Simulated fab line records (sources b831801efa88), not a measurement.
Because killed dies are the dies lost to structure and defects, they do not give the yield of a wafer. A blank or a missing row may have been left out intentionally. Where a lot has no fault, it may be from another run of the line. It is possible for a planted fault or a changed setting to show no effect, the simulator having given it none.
Struck lot and sound lot, side by side ; flow sky130 ; 21 out of 708 route steps
Sound: wafers L953.3, L953.4, L953.6. Wafers struck: L965.1, L965.2, L965.3. The cause comes at the end.
Order at every step that has rows: each side's tool, ch and its chambers, its first start. Under that, the readings that differ: sound wafers ; struck wafers ; difference of the means ; sigmas: that difference in standard deviations of wafers without a fault.
alike: readings whose means differ by less than 2 such deviations, and words and numbers that are the same on both sides. not compared: withheld readings, readings that some wafer has no value for, bounds like >300 that may hide the same value, and numbers for which the record gives no deviation and whose values overlap.
A row with sigmas, a row that says differs or no value, or rows on one side alone: a step with any of these is where the two part. Non-overlapping numbers with no deviation appear without sigmas and do not part them. A reading missing from all wafers of one side parts the sides only when that side holds two or more wafers.

SKY_LI_CONTACT_CVD_21: deposits W, target thk 400 nm, time 120.56 s.
  sound on cvd_w-02 ch 0, day 29 23:37; struck on cvd_w-02 ch 0,1, day 33 17:50
  alike: heater_power_w
SKY_LI_CONTACT_RS_MEAS_22: the measuring method here is four-point-probe.
  struck on film_metro-03, day 33 17:58; sound on film_metro-03, day 29 23:50
  alike: LI_CONTACT_W_RS
SKY_LI_CONTACT_THK_MEAS_23: measures by xrf.
  struck on film_metro-03, day 33 18:05; sound on film_metro-03, day 29 23:56
  alike: LI_CONTACT_W_THK
SKY_LI_CONTACT_CMP_24: polishes, stops on PSG, t overpolish 20 s, target thk 0 nm.
  sound on cmp-02 ch 2,3, day 30 00:01; struck on cmp-01 ch 0,1,3, day 33 18:08
  alike: motor_current_A, overpolish_run_s, slurry_flow_ml_min, time_to_endpoint_s
SKY_LOCAL_INTERCONNECT_SPUTTER_00: material TiN, target thk 100 nm, time 83.3 s.
  struck on pvd_sputter-02, day 33 18:26; sound on pvd_sputter-02, day 30 00:16
  alike: chamber_pressure_pa, substrate_temp_c, throttle_valve_pct
SKY_LOCAL_INTERCONNECT_RS_MEAS_01: the measuring method here is four-point-probe.
  struck on film_metro-03, day 33 18:30; sound on film_metro-04, day 30 00:22
  alike: LOCAL_INTERCONNECT_TIN_RS
SKY_LOCAL_INTERCONNECT_THK_MEAS_02: measures by xrf.
  struck on film_metro-03, day 33 18:37; sound on film_metro-04, day 30 00:28
  alike: LOCAL_INTERCONNECT_TIN_THK
then, 5 steps without rows for these wafers: SKY_LOCAL_INTERCONNECT_DEHYDRATE_03 (time 60 s); SKY_LOCAL_INTERCONNECT_HMDS_04 (prime time 60 s); SKY_LOCAL_INTERCONNECT_COAT_05 (resist thk 60 nm); SKY_LOCAL_INTERCONNECT_COAT_06 (resist thk 450 nm); SKY_LOCAL_INTERCONNECT_SOFTBAKE_07 (time 90 s).
SKY_LOCAL_INTERCONNECT_EXPOSE_08: exposes mask LI1M, target cd 170 nm.
  sound on krf_scanner-02 ch 0, day 30 14:48; struck on krf_scanner-02 ch 0, day 34 08:02
reading;sound;struck;difference;sigmas
exposure_dose_mJ_cm2;27.961 27.977 27.980;29.431 29.453 29.434;+1.467;+51
  alike: mask
then, 2 steps without rows for these wafers: SKY_LOCAL_INTERCONNECT_PEB_09; SKY_LOCAL_INTERCONNECT_DEVELOP_10 (develop time 60 s).
SKY_LOCAL_INTERCONNECT_CD_MEAS_11: the cd target is 170 nm.
  struck on cd_sem-02, day 34 21:28; sound on cd_sem-02, day 31 04:42
reading;sound;struck;difference;sigmas
cd_nm (nm);171.1 170.8 170.3;160.3 161.9 161.6;-9.5;-7
SKY_LOCAL_INTERCONNECT_OVL_MEAS_12:
  struck on overlay-01, day 34 21:35; sound on overlay-02, day 31 04:47
  alike: LOCAL_INTERCONNECT_OVL
SKY_LOCAL_INTERCONNECT_ETCH_13: etches BARC in N2/H2, stops on SiO2, time 45.9 s, target depth 60 nm.
  sound on rie_metal-01 ch 0,1, day 31 04:50; struck on rie_metal-02 ch 0,1, day 34 21:37
reading;sound;struck;difference;sigmas
model.LOCAL_INTERCONNECT.cd_nm (nm);169.9 170.7 170.7;160.5 161.7 161.6;-9.2;
  alike: drypump_motor_current_A, oes_product_au, throttle_valve_pct
  not compared: rf_hours_counter_h
SKY_LOCAL_INTERCONNECT_METAL_ETCH_14: etches TiN in Cl2/BCl3, stops on PSG, target depth 110 nm, time 31.4 s.
  sound on rie_metal-01 ch 0,1, day 31 04:54; struck on rie_metal-02 ch 0,1, day 34 21:41
reading;sound;struck;difference;sigmas
model.LOCAL_INTERCONNECT.cd_nm (nm);170.3 171 171.1;160.9 162.2 162;-9.1;
  alike: drypump_motor_current_A, oes_product_au, throttle_valve_pct
  not compared: rf_hours_counter_h
SKY_LOCAL_INTERCONNECT_STRIP_15: strips in O2/N2.
  sound on plasma_asher-02 ch 0,1, day 31 04:58; struck on plasma_asher-02 ch 0,1, day 34 21:44
  alike: drypump_motor_current_A, oes_product_au, strip_time_to_endpoint_s
  not compared: rf_hours_counter_h
-- record jumps: 14 days separate the struck wafers' starts on either side; left off in module LOCAL_INTERCONNECT, taken up again in module PAD_OPEN, whose first shown step is the route's number 708 --
SKY_PAD_OPEN_PROBE_99:
  struck on prober-01, day 49 05:29; sound on prober-02, day 46 12:53
reading;sound;struck;difference;sigmas
model.etest.res_li.line_ohm_um;75.45 73.72 75.19;79.47 79.91 80.17;+5.06;
  alike: killed_at_M0_to_M3, killed_at_M4_up, killed_at_contacts, killed_at_front_end, killed_at_other, killed_dies, killed_open, killed_short

## WHERE THEY PART
At SKY_LOCAL_INTERCONNECT_EXPOSE_08 first; at SKY_LOCAL_INTERCONNECT_CD_MEAS_11 last (within this record only). Later steps at which nothing parts them and some readings are alike: SKY_LOCAL_INTERCONNECT_OVL_MEAS_12, SKY_LOCAL_INTERCONNECT_ETCH_13, SKY_LOCAL_INTERCONNECT_METAL_ETCH_14, SKY_LOCAL_INTERCONNECT_STRIP_15, SKY_PAD_OPEN_PROBE_99.

WHY: the cause the simulator had injected
Process parameter drift: krf_scanner-02, from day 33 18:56 on, at SKY_LOCAL_INTERCONNECT_EXPOSE_08. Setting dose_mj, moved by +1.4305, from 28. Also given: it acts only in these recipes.
